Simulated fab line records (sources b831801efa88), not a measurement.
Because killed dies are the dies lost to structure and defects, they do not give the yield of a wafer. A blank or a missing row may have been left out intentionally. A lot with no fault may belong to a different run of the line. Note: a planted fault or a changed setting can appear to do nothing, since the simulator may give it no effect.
fab line records	flow sky130
record: lots: 13	wafers: 38	last_day: 50
route steps=708 shown FIELD_ISO@3 NWELL@62 VT_ADJUST_LVTN@115 PAD_OPEN@708
lots untouched by any fault: they come from a run of this same line in which no faults occurred
start_h: the number of hours between the record's first day and the start of the first shown wafer of the lot	wait_h: hours from the lot's prior step to this one	" identical to the entry in the row above	L1.1+2: several wafers, shown together as one row	- no value, or no start was given	* or withheld: withheld	< > ~ a bound
route shown NAME@n: NAME is a module with steps in the file, n the number in the route of the first one	usual: average and standard deviation across the fault-free wafers	same: alike in all rows	chamber/n: place in a boat	sites: the reading at each site	_std_site: the standard deviation of these	_edge_site: inner sites' mean taken away from outer sites' mean	radius_mm: for every site, how far away it sits from the centre of the wafer	mask NAME#n: copy n	behind: the last tool/chamber to shape the wafer	hold: why the lot went on hold/how many hours it stayed there/how the hold came to an end	device: names the non-switching transistor (n, p or np)	end of line: the same wafers' tests at the end of the route	where a step has no rows: the recipe by itself	killed: not the wafer's yield, but the dies lost to structure and defects at the first sort	map: per-die view of a wafer (x killed, . not killed, _ where there is no die)
set.NAME: the setting that was run; set.NAME@STEP: the one run at that earlier step	model.NAME: the simulator's own value behind a step, which no gauge read
the route's steps for a sample of lots (tables are steps, rows are wafers)
== steps ==
step: SKY_FIELD_ISO_THK_MEAS_02
recipe: reads: SiO2_of_FIELD_ISO_OXIDATION_01
usual: FIELD_ISO_OXIDATION_00_THK: 12.02/0.25
lot.wafer	tool	chamber	start_h	wait_h	FIELD_ISO_OXIDATION_00_THK[nm]
L448.2	film_metro-01	-	12.08	0.0	11.74
L448.3	"	-	"	"	11.90
L448.6	"	-	"	"	11.97
L449.1	film_metro-04	-	16.63	0.0	12.06
L449.5	"	-	"	"	11.91
L449.6	"	-	"	"	11.94
L450.3	film_metro-03	-	21.65	0.0	12.04
L450.4	"	-	"	"	11.97
L450.5	"	-	"	"	11.97
L451.1	film_metro-04	-	28.32	0.0	11.93
L451.3	"	-	"	"	11.95
L451.6	"	-	"	"	11.83
L453.1	film_metro-01	-	37.50	0.0	12.24
L453.2	"	-	"	"	12.30
L453.3	"	-	"	"	11.98
L454.1	film_metro-03	-	42.70	0.0	11.98
L454.3	"	-	"	"	11.96
L454.6	"	-	"	"	11.94
L460.1	film_metro-01	-	75.52	0.0	12.13
L460.6	"	-	"	"	11.79
L464.2	film_metro-01	-	94.25	0.0	12.71
L464.4	"	-	"	"	12.51
L464.6	"	-	"	"	12.29
L466.3	film_metro-04	-	103.50	0.0	12.16
L466.4	"	-	"	"	12.24
L466.5	"	-	"	"	12.08
L467.2	film_metro-03	-	106.64	0.0	12.17
L467.4	"	-	"	"	12.23
L467.6	"	-	"	"	12.07
L468.1	film_metro-01	-	112.30	0.0	12.18
L468.4	"	-	"	"	12.48
L468.5	"	-	"	"	12.06
L470.3	film_metro-04	-	122.47	0.0	12.22
L470.4	"	-	"	"	12.08
L470.5	"	-	"	"	12.28
L471.1	film_metro-03	-	127.07	0.0	11.79
L471.4	"	-	"	"	11.96
L471.6	"	-	"	"	11.72
step: SKY_NWELL_DEVELOP_09
recipe: wall_angle_deg: 90	developer: TMAH	develop_time_s: 60	dev_temp_c: 23
usual: chill_plate_temp_C: 23.02/0.11	exhaust_pa: 44.9/0.99
lot.wafer	tool	chamber	start_h	wait_h	chill_plate_temp_C	exhaust_pa
L448.2	litho_track-03	0	82	-	23.11	46.2
L448.3	"	0	"	"	23.15	44.4
L448.6	"	0	"	"	23.14	45.5
L449.1	litho_track-04	0	88	-	23.11	45.8
L449.5	"	0	"	"	23.11	46.7
L449.6	"	0	"	"	22.99	46.1
L450.3	litho_track-04	0	95	-	22.97	44.1
L450.4	"	0	"	"	23.24	44.2
L450.5	"	0	"	"	22.98	45.5
L451.1	litho_track-01	0	101	-	23.06	44.3
L451.3	"	0	"	"	22.99	45.4
L451.6	"	0	"	"	23.10	45.7
L453.1	litho_track-01	0	111	-	22.95	44.2
L453.2	"	0	"	"	23.08	44.4
L453.3	"	0	"	"	22.95	44.3
L454.1	litho_track-03	0	127	-	22.99	44.6
L454.3	"	0	"	"	23.09	44.7
L454.6	"	0	128	-	23.04	44.8
L460.1	litho_track-04	0	159	-	23.12	45.2
L460.6	"	0	"	"	22.90	43.7
L464.2	litho_track-04	0	181	-	22.76	44.4
L464.4	"	0	182	-	23.01	43.7
L464.6	"	0	"	"	22.85	45.1
L466.3	litho_track-01	0	194	-	22.96	44.2
L466.4	"	0	"	"	23.00	44.9
L466.5	"	0	"	"	23.01	43.2
L467.2	litho_track-03	0	194	-	23.28	42.6
L467.4	"	0	"	"	23.22	43.5
L467.6	"	0	"	"	23.10	45.9
L468.1	litho_track-03	0	203	-	23.16	45.3
L468.4	"	0	"	"	23.16	45.0
L468.5	"	0	"	"	23.18	46.4
L470.3	litho_track-01	0	213	-	23.19	44.9
L470.4	"	0	"	"	23.06	44.4
L470.5	"	0	"	"	23.19	43.5
L471.1	litho_track-03	0	216	-	22.89	46.7
L471.4	"	0	"	"	22.90	46.1
L471.6	"	0	"	"	22.99	46.7
step: SKY_NWELL_OVL_MEAS_10
usual: NWELL_00_OVL: 0.2/1.7
lot.wafer	tool	chamber	start_h	wait_h	NWELL_00_OVL[nm]
L448.2	overlay-02	-	82.99	-	-0.4
L448.3	"	-	"	"	1.5
L448.6	"	-	"	"	0.9
L449.1	overlay-01	-	88.46	-	1.8
L449.5	"	-	"	"	1.7
L449.6	"	-	"	"	2.3
L450.3	overlay-01	-	95.22	-	0.2
L450.4	"	-	"	"	2.0
L450.5	"	-	"	"	1.4
L451.1	overlay-01	-	101.32	-	-3.0
L451.3	"	-	"	"	-2.1
L451.6	"	-	"	"	-2.2
L453.1	overlay-02	-	111.27	-	-1.0
L453.2	"	-	"	"	-0.2
L453.3	"	-	"	"	0.5
L454.1	overlay-01	-	128.08	-	1.3
L454.3	"	-	"	"	1.1
L454.6	"	-	"	"	2.1
L460.1	overlay-01	-	159.86	-	-2.5
L460.6	"	-	"	"	-
L464.2	overlay-02	-	182.11	-	1.2
L464.4	"	-	"	"	-
L464.6	"	-	"	"	-
L466.3	overlay-02	-	194.23	-	1.2
L466.4	"	-	"	"	1.5
L466.5	"	-	"	"	0.6
L467.2	overlay-02	-	194.74	-	1.0
L467.4	"	-	"	"	0.9
L467.6	"	-	"	"	-0.5
L468.1	overlay-02	-	203.63	-	-1.8
L468.4	"	-	"	"	-0.3
L468.5	"	-	"	"	-1.9
L470.3	overlay-01	-	213.38	-	0.2
L470.4	"	-	"	"	-0.3
L470.5	"	-	"	"	-1.2
L471.1	overlay-01	-	216.83	-	-2.8
L471.4	"	-	"	"	-1.0
L471.6	"	-	"	"	0.5
step: SKY_NWELL_TW_MEAS_15
usual: NWELL_TW: 1833/13
lot.wafer	tool	chamber	start_h	wait_h	NWELL_TW
L448.2	film_metro-03	-	83.58	0.1	1831
L448.3	"	-	"	"	1831
L448.6	"	-	"	"	1829
L449.1	film_metro-02	-	89.04	0.1	1801
L449.5	"	-	"	"	1800
L449.6	"	-	"	"	1803
L450.3	film_metro-02	-	95.81	0.1	1802
L450.4	"	-	"	"	1811
L450.5	"	-	"	"	1808
L451.1	film_metro-04	-	101.91	0.1	1834
L451.3	"	-	"	"	1840
L451.6	"	-	"	"	1847
L453.1	film_metro-04	-	111.86	0.1	1840
L453.2	"	-	"	"	1838
L453.3	"	-	"	"	1847
L454.1	film_metro-02	-	128.67	0.1	1832
L454.3	"	-	"	"	1830
L454.6	"	-	"	"	1837
L460.1	film_metro-03	-	160.44	0.1	1846
L460.6	"	-	"	"	30
L464.2	film_metro-03	-	182.70	0.1	1839
L464.4	"	-	"	"	30
L464.6	"	-	"	"	30
L466.3	film_metro-03	-	194.83	0.1	1835
L466.4	"	-	"	"	1830
L466.5	"	-	"	"	1836
L467.2	film_metro-03	-	195.33	0.1	1835
L467.4	"	-	"	"	1843
L467.6	"	-	"	"	1838
L468.1	film_metro-04	-	204.22	0.1	1845
L468.4	"	-	"	"	1839
L468.5	"	-	"	"	1836
L470.3	film_metro-04	-	213.98	0.1	1844
L470.4	"	-	"	"	1844
L470.5	"	-	"	"	1856
L471.1	film_metro-04	-	217.42	0.1	1838
L471.4	"	-	"	"	1846
L471.6	"	-	"	"	1833
step: SKY_VT_ADJUST_LVTN_OVL_MEAS_18
usual: VT_ADJUST_LVTN_01_OVL: 1.3/1.2
lot.wafer	tool	chamber	start_h	wait_h	VT_ADJUST_LVTN_01_OVL[nm]
L448.2	overlay-01	-	155.93	0.1	1.7
L448.3	"	-	"	"	3.0
L448.6	"	-	"	"	0.1
L449.1	overlay-01	-	162.41	0.1	1.1
L449.5	"	-	"	"	0.5
L449.6	"	-	"	"	1.1
L450.3	overlay-01	-	171.32	0.1	2.5
L450.4	"	-	"	"	2.2
L450.5	"	-	"	"	1.9
L451.1	overlay-02	-	177.07	0.1	1.4
L451.3	"	-	"	"	1.6
L451.6	"	-	"	"	1.9
L453.1	overlay-02	-	189.49	0.1	2.7
L453.2	"	-	"	"	2.5
L453.3	"	-	"	"	1.4
L454.1	overlay-02	-	208.97	0.1	1.1
L454.3	"	-	"	"	0.2
L454.6	"	-	"	"	-0.7
L460.1	overlay-02	-	245.37	0.1	2.1
L460.6	"	-	"	"	2.3
L464.2	overlay-01	-	272.20	0.1	3.4
L464.4	"	-	"	"	3.6
L464.6	"	-	"	"	2.9
L466.3	overlay-02	-	287.25	0.1	0.7
L466.4	"	-	"	"	1.6
L466.5	"	-	"	"	0.8
L467.2	overlay-02	-	288.25	0.1	1.6
L467.4	"	-	"	"	1.5
L467.6	"	-	"	"	1.2
L468.1	overlay-02	-	316.57	19.2	0.8
L468.4	"	-	"	"	0.3
L468.5	"	-	"	"	1.2
L470.3	overlay-02	-	318.13	9.5	1.6
L470.4	"	-	"	"	0.8
L470.5	"	-	"	"	1.0
L471.1	overlay-02	-	318.66	7.8	0.6
L471.4	"	-	"	"	1.2
L471.6	"	-	"	"	0.4
step: SKY_VT_ADJUST_LVTN_TW_MEAS_21
usual: VT_ADJUST_LVTN_2_TW: 187.3/2.4
lot.wafer	tool	chamber	start_h	wait_h	VT_ADJUST_LVTN_2_TW
L448.2	film_metro-02	-	156.22	0.1	187.2
L448.3	"	-	"	"	187.5
L448.6	"	-	"	"	186.9
L449.1	film_metro-03	-	162.69	0.1	190.2
L449.5	"	-	"	"	190.6
L449.6	"	-	"	"	191.5
L450.3	film_metro-01	-	171.61	0.1	185.0
L450.4	"	-	"	"	184.8
L450.5	"	-	"	"	185.2
L451.1	film_metro-01	-	177.36	0.1	184.3
L451.3	"	-	"	"	184.6
L451.6	"	-	"	"	183.6
L453.1	film_metro-03	-	189.78	0.1	190.8
L453.2	"	-	"	"	189.6
L453.3	"	-	"	"	189.3
L454.1	film_metro-03	-	209.26	0.1	188.6
L454.3	"	-	"	"	190.0
L454.6	"	-	"	"	189.6
L460.1	film_metro-01	-	245.66	0.1	184.1
L460.6	"	-	"	"	183.4
L464.2	film_metro-03	-	272.49	0.1	188.8
L464.4	"	-	"	"	189.7
L464.6	"	-	"	"	190.6
L466.3	film_metro-03	-	287.54	0.1	189.6
L466.4	"	-	"	"	189.5
L466.5	"	-	"	"	189.2
L467.2	film_metro-03	-	288.54	0.1	188.1
L467.4	"	-	"	"	187.7
L467.6	"	-	"	"	188.6
L468.1	film_metro-02	-	316.94	0.1	186.9
L468.4	"	-	"	"	187.5
L468.5	"	-	"	"	187.2
L470.3	film_metro-02	-	318.93	0.1	188.0
L470.4	"	-	"	"	187.2
L470.5	"	-	"	"	188.4
L471.1	film_metro-03	-	319.43	0.2	189.4
L471.4	"	-	"	"	188.4
L471.6	"	-	"	"	188.4
step: SKY_PAD_OPEN_PROBE_99
usual: killed_at_M0_to_M3: 44/7.7	killed_at_M4_up: 3.0/1.9	killed_at_contacts: 25/5.6	killed_at_front_end: 15/4.6	killed_at_other: 0.3/0.47	killed_dies: 86/9.9	killed_on_rim: 17/3.6	killed_open: 47/7.4	killed_short: 39/5.9
same: gross_dies: 492	killed_at_back_side: 0
lot.wafer	tool	chamber	start_h	wait_h	killed_at_M0_to_M3	killed_at_M4_up	killed_at_contacts	killed_at_front_end	killed_at_other	killed_dies	killed_on_rim	killed_open	killed_short
L460.1	prober-01	-	1153.56	0.1	46	1	29	21	1	98	18	57	41
L460.6	prober-01	-	1153.81	0.2	34	3	27	428	0	492	96	50	36
L464.2	prober-02	-	1176.48	0.1	37	2	24	22	0	85	16	38	47
L464.4	prober-02	-	1176.58	0.2	41	4	25	421	1	492	96	47	32
L464.6	prober-02	-	1176.68	0.2	34	4	25	428	1	492	96	44	30
L470.3	prober-02	-	1199.17	0.2	48	0	13	16	0	77	14	38	39
L470.4	prober-02	-	1199.22	0.2	58	2	17	16	1	94	19	56	38
L470.5	prober-02	-	1199.27	0.2	38	1	17	18	0	74	15	39	35
killed by level:class
L460.1 VIA1:geometric_particle:open=14 CONTACT:geometric_particle:open=13 VIA3:geometric_particle:open=8 METAL1:geometric_particle:short=8 POLY_GATE:geometric_particle:short=6 LI_CONTACT:geometric_particle:open=6 FIELD_ISO:geometric_particle:open=4 POLY_GATE:geometric_particle:open=4
L460.6 NWELL:area_develop=406 CONTACT:geometric_particle:open=11 LI_CONTACT:geometric_particle:open=8 VIA1:geometric_particle:open=8 METAL2:geometric_particle:short=7 FIELD_ISO:geometric_particle:short=6 POLY_GATE:geometric_particle:open=6 VIA3:geometric_particle:open=5
L464.2 CONTACT:geometric_particle:open=11 FIELD_ISO:geometric_particle:short=7 METAL1:geometric_particle:short=7 VIA2:geometric_particle:open=6 VIA1:geometric_particle:open=6 FIELD_ISO:geometric_particle:open=4 POLY_GATE:geometric_particle:short=4 POLY_GATE:geometric_particle:open=4
L464.4 NWELL:area_develop=413 VIA1:geometric_particle:open=13 CONTACT:geometric_particle:open=12 VIA3:geometric_particle:open=7 VIA2:geometric_particle:open=5 LI_CONTACT:geometric_particle:open=4 LOCAL_INTERCONNECT:geometric_particle:short=4 VIA1:geometric_particle:short=4
L464.6 NWELL:area_develop=418 VIA1:geometric_particle:open=13 LI_CONTACT:geometric_particle:open=7 CONTACT:geometric_particle:open=7 LI_CONTACT:geometric_particle:short=5 VIA3:geometric_particle:open=5 VIA2:geometric_particle:open=4 METAL2:geometric_particle:short=4
L470.3 VIA1:geometric_particle:open=13 METAL1:geometric_particle:short=6 METAL2:geometric_particle:short=6 FIELD_ISO:geometric_particle:short=5 CONTACT:geometric_particle:open=5 VIA2:geometric_particle:open=4 METAL3:geometric_particle:short=4 VIA2:geometric_particle:short=3
L470.4 VIA1:geometric_particle:open=15 VIA1:geometric_particle:short=10 CONTACT:geometric_particle:open=9 VIA2:geometric_particle:open=8 FIELD_ISO:geometric_particle:open=6 METAL2:geometric_particle:open=6 POLY_GATE:geometric_particle:open=5 METAL2:geometric_particle:short=5
L470.5 VIA1:geometric_particle:open=10 METAL2:geometric_particle:short=6 VIA2:geometric_particle:open=5 FIELD_ISO:geometric_particle:short=4 FIELD_ISO:geometric_particle:open=4 VIA1:geometric_particle:short=4 LI_CONTACT:geometric_particle:open=4 CONTACT:geometric_particle:open=4
== key ==
first_sign: step: SKY_NWELL_OVL_MEAS_10	reading: NWELL_00_OVL	direction: missing
effect: step: SKY_NWELL_TW_MEAS_15	reading: NWELL_TW	direction: down	sigmas: 99+	usual: 1833	struck: 30
effect: step: SKY_PAD_OPEN_PROBE_99	reading: killed_at_front_end	direction: up	sigmas: 90	usual: 15	struck: 426
more_kills_born_at: SKY_NWELL_DEVELOP_09@litho_track-04: 1237
met_at SKY_NWELL_DEVELOP_09
struck_lots L460,L464
struck_wafers L460.6,L464.4,L464.6
tester_left_out L460,L464
not_acting_at SKY_FIELD_ISO_THK_MEAS_02,SKY_VT_ADJUST_LVTN_OVL_MEAS_18,SKY_VT_ADJUST_LVTN_TW_MEAS_21
onset_between 95 159
fault: kind: process_parameter_drift	tool: litho_track-04	chamber: -	onset_h: 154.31	steps: SKY_NWELL_DEVELOP_09	channel: develop_time_s	offset: *	shape: step	end_h: 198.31	scope: struck_wafers_only	acts_in: *	stated: *
tester_left_out: of these lots the tester's yield and bins aren't shown, on N5 and GAA mostly nor the transistor test; their killed dies are dies lost to structure and defects alone, not to doping, threshold or leakage, so they don't give the yield
